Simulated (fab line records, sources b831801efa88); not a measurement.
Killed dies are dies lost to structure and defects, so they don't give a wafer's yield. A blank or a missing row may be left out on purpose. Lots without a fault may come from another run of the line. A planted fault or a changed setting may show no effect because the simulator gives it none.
Chamber matching | flow gf180mcu | GF_V1_CVD_02 on pecvd-03: 3 sister chambers
The step deposits SiO2 from TEOS, target thk 850 nm, time 94.851 s. 3 wafers are shown with their chamber, then 7 later ones without.

WAFERS WITH THEIR CHAMBER
wafer  | chamber | heater_power_outer_w (W)
L509.1 | 0       | 468
L522.3 | 1       | 367
L522.4 | 2       | 214

WAFERS WITHOUT THEIR CHAMBER
wafer  | heater_power_outer_w (W)
L522.5 | 416
L525.1 | 458
L525.3 | 289
L525.4 | 357
L526.4 | 214
L526.5 | 353
L526.6 | 431

WHICH CHAMBER EACH WENT THROUGH
wafer  | from the rows above     | in truth
L522.5 | can't be placed: 1 or 0 | 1
L525.1 | 0                       | 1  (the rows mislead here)
L525.3 | can't be placed: 2 or 1 | 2
L525.4 | 1                       | 1
L526.4 | 2                       | 2
L526.5 | 1                       | 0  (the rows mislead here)
L526.6 | can't be placed: 0 or 1 | 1
Placed correctly: 2 of 7. Can't be placed from these rows: 3 (the true chamber is among the candidates in 3). Placed wrongly: 2.
How it was worked out, from the rows above alone: a wafer's distance from a chamber is the root of the sum, over the readings, of the square of ((its reading less the chamber's mean) divided by the reading's scatter). The wafer belongs to the nearest chamber; if the next one is less than 2 further off, it can't be placed. A chamber's mean is the mean of its shown wafers. The scatter: with one shown wafer a chamber, the root of the mean of the squares of how far each hidden wafer lies from its nearest shown one.
